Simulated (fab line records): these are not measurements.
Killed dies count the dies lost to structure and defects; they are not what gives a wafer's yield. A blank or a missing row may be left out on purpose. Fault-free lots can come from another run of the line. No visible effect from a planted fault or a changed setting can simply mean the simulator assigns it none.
Which tool did it? :: flow gf180mcu :: 36 wafers from 12 lots sampled at 4 of the route's 602 steps

WHAT THE GAUGES READ, wafer by wafer
GF_V4_BOW_MEAS_05. Usual: for V4_BOW the level is 136 um and the standard deviation is 8.6.
lot: L889
measured: day 23 16:24
on: film_metro-01
V4_BOW (um): 140 147 141
flag: 

lot: L891
measured: day 24 14:25
on: film_metro-01
V4_BOW (um): 143 141 150
flag: 

lot: L892
measured: day 24 15:22
on: film_metro-02
V4_BOW (um): 137 134 139
flag: 

lot: L895
measured: day 25 19:40
on: film_metro-01
V4_BOW (um): 140 142 150
flag: 

lot: L896
measured: day 26 02:45
on: film_metro-03
V4_BOW (um): 141 129 139
flag: 

lot: L903
measured: day 28 10:38
on: film_metro-03
V4_BOW (um): 128 122 136
flag: 

lot: L907
measured: day 30 00:03
on: film_metro-02
V4_BOW (um): 137 147 151
flag: 

lot: L906
measured: day 30 00:39
on: film_metro-02
V4_BOW (um): 147 144 138
flag: 

lot: L909
measured: day 30 09:09
on: film_metro-01
V4_BOW (um): 122 130 124
flag: 

lot: L908
measured: day 30 14:25
on: film_metro-01
V4_BOW (um): 134 141 132
flag: 

lot: L910
measured: day 30 19:59
on: film_metro-03
V4_BOW (um): 135 136 149
flag: 

lot: L911
measured: day 31 01:35
on: film_metro-02
V4_BOW (um): 142 150 149
flag: 

GF_V4_THK_MEAS_25: measures by xrf. Usual: for V4_W_THK the level is 346 nm and the standard deviation is 4.6.
lot: L889
measured: day 24 15:43
on: film_metro-03
V4_W_THK (nm): 341 342 349
flag: 

lot: L891
measured: day 25 13:00
on: film_metro-01
V4_W_THK (nm): 350 347 345
flag: 

lot: L892
measured: day 25 14:16
on: film_metro-01
V4_W_THK (nm): 345 347 352
flag: 

lot: L895
measured: day 26 17:38
on: film_metro-03
V4_W_THK (nm): 343 340 343
flag: 

lot: L896
measured: day 27 01:13
on: film_metro-02
V4_W_THK (nm): 338 344 341
flag: 

lot: L903
measured: day 29 07:05
on: film_metro-03
V4_W_THK (nm): 349 346 343
flag: 

lot: L907
measured: day 30 19:17
on: film_metro-03
V4_W_THK (nm): 348 351 348
flag: 

lot: L906
measured: day 30 20:03
on: film_metro-02
V4_W_THK (nm): 337 344 341
flag: 

lot: L909
measured: day 31 04:11
on: film_metro-01
V4_W_THK (nm): 348 350 340
flag: 

lot: L908
measured: day 31 10:26
on: film_metro-03
V4_W_THK (nm): 347 347 352
flag: 

lot: L910
measured: day 31 14:39
on: film_metro-03
V4_W_THK (nm): 353 355 354
flag: 

lot: L911
measured: day 31 20:11
on: film_metro-03
V4_W_THK (nm): 353 354 350
flag: 

GF_MIM_THK_MEAS_06. Usual: for MIM_CVD_05_THK the level is 42.0 nm and the standard deviation is 0.56.
lot: L889
measured: day 24 16:20
on: film_metro-04
MIM_CVD_05_THK (nm): 42.1 42.0 41.4
flag: 

lot: L891
measured: day 25 13:37
on: film_metro-01
MIM_CVD_05_THK (nm): 41.4 40.0 42.5
flag: 

lot: L892
measured: day 25 14:53
on: film_metro-01
MIM_CVD_05_THK (nm): 41.4 41.2 41.9
flag: 

lot: L895
measured: day 26 18:16
on: film_metro-01
MIM_CVD_05_THK (nm): 41.2 41.6 41.8
flag: 

lot: L896
measured: day 27 01:50
on: film_metro-04
MIM_CVD_05_THK (nm): 41.6 39.5 42.2
flag: 

lot: L903
measured: day 29 07:43
on: film_metro-04
MIM_CVD_05_THK (nm): 42.4 42.3 41.7
flag: 

lot: L907
measured: day 30 19:55
on: film_metro-01
MIM_CVD_05_THK (nm): 41.5 42.1 42.2
flag: 

lot: L906
measured: day 30 20:41
on: film_metro-01
MIM_CVD_05_THK (nm): 40.8 41.8 41.8
flag: 

lot: L909
measured: day 31 04:50
on: film_metro-01
MIM_CVD_05_THK (nm): 40.7 41.8 41.9
flag: 

lot: L908
measured: day 31 11:06
on: film_metro-04
MIM_CVD_05_THK (nm): 41.4 43.4 43.3
flag: 

lot: L910
measured: day 31 15:16
on: film_metro-04
MIM_CVD_05_THK (nm): 42.1 41.3 43.1
flag: 

lot: L911
measured: day 31 20:48
on: film_metro-04
MIM_CVD_05_THK (nm): 41.6 42.6 43.2
flag: 

WHICH TOOL RAN EACH LOT (tool, then ch and the chambers of the sampled wafers, then the start)
lot: L889
GF_MIM_CVD_05: pecvd-02 ch 0,1,2, day 24 16:17

lot: L891
GF_MIM_CVD_05: pecvd-02 ch 1,2, day 25 13:35

lot: L892
GF_MIM_CVD_05: pecvd-01 ch 0,2, day 25 14:51

lot: L895
GF_MIM_CVD_05: pecvd-01 ch 0,1,2, day 26 18:14

lot: L896
GF_MIM_CVD_05: pecvd-02 ch 1,2, day 27 01:47

lot: L903
GF_MIM_CVD_05: pecvd-01 ch 0,1,2, day 29 07:40

lot: L907
GF_MIM_CVD_05: pecvd-02 ch 0,1, day 30 19:52

lot: L906
GF_MIM_CVD_05: pecvd-01 ch 1,2, day 30 20:38

lot: L909
GF_MIM_CVD_05: pecvd-04 ch 0,1, day 31 04:46

lot: L908
GF_MIM_CVD_05: pecvd-01 ch 0,1,2, day 31 11:04

lot: L910
GF_MIM_CVD_05: pecvd-01 ch 0,1, day 31 15:14

lot: L911
GF_MIM_CVD_05: pecvd-04 ch 1,2, day 31 20:46
- GF_MIM_CVD_05: deposits Si3N4, target thk 42 nm, time 29.086 s.

AS READ BY THE TOOLS THEMSELVES (means over the sampled wafers that have a number; for cases with no such wafer, the mark the record gives instead)
GF_MIM_CVD_05. Usual: heater_power_w 603 W, standard deviation 91; run_length_s 57.0 s, standard deviation 0.53; susceptor_temp_C 385.02 C, standard deviation 0.22; temp_max_c 400.00 C, standard deviation 0.26.
lot: L889
tool: pecvd-02
heater_power_w (W): 604
run_length_s (s): 57.2
susceptor_temp_C (C): 385.11
temp_max_c (C): 400.42
flag: 

lot: L891
tool: pecvd-02
heater_power_w (W): 546
run_length_s (s): 55.8
susceptor_temp_C (C): 385.32
temp_max_c (C): 400.21
flag: 

lot: L892
tool: pecvd-01
heater_power_w (W): 485
run_length_s (s): 57.2
susceptor_temp_C (C): 385.14
temp_max_c (C): 400.10
flag: 

lot: L895
tool: pecvd-01
heater_power_w (W): 574
run_length_s (s): 57.2
susceptor_temp_C (C): 385.01
temp_max_c (C): 400.00
flag: 

lot: L896
tool: pecvd-02
heater_power_w (W): 595
run_length_s (s): 56.0
susceptor_temp_C (C): 384.82
temp_max_c (C): 400.10
flag: 

lot: L903
tool: pecvd-01
heater_power_w (W): 569
run_length_s (s): 57.3
susceptor_temp_C (C): 385.15
temp_max_c (C): 400.00
flag: 

lot: L907
tool: pecvd-02
heater_power_w (W): 621
run_length_s (s): 57.3
susceptor_temp_C (C): 385.03
temp_max_c (C): 399.83
flag: 

lot: L906
tool: pecvd-01
heater_power_w (W): 545
run_length_s (s): 56.6
susceptor_temp_C (C): 384.83
temp_max_c (C): 400.11
flag: 

lot: L909
tool: pecvd-04
heater_power_w (W): 665
run_length_s (s): 57.1
susceptor_temp_C (C): 384.99
temp_max_c (C): 400.22
flag: 

lot: L908
tool: pecvd-01
heater_power_w (W): 578
run_length_s (s): 57.1
susceptor_temp_C (C): 384.91
temp_max_c (C): 400.21
flag: 

lot: L910
tool: pecvd-01
heater_power_w (W): 626
run_length_s (s): 57.3
susceptor_temp_C (C): 385.11
temp_max_c (C): 399.67
flag: 

lot: L911
tool: pecvd-04
heater_power_w (W): 615
run_length_s (s): 56.8
susceptor_temp_C (C): 384.98
temp_max_c (C): 399.95
flag: 

THE ANSWER, worked out from the rows above alone
Rule: take the mean of a lot's wafers that have a number; if it is more than 3 standard deviations from the usual mean, the lot is off. A lot without any number at a reading at which 4 lots or more have one is off too. Any other lot the step has rows for is counted as sound. First the gauges in route order, then the tools' own readings, where a lot's mean is used as printed above. The first step at which some lot is off is used, and at that step the reading that is off furthest; a lot without a number counts as furthest.
None of the lots is off at any reading shown; this tells nothing.

WHAT THE SIMULATOR PUT IN
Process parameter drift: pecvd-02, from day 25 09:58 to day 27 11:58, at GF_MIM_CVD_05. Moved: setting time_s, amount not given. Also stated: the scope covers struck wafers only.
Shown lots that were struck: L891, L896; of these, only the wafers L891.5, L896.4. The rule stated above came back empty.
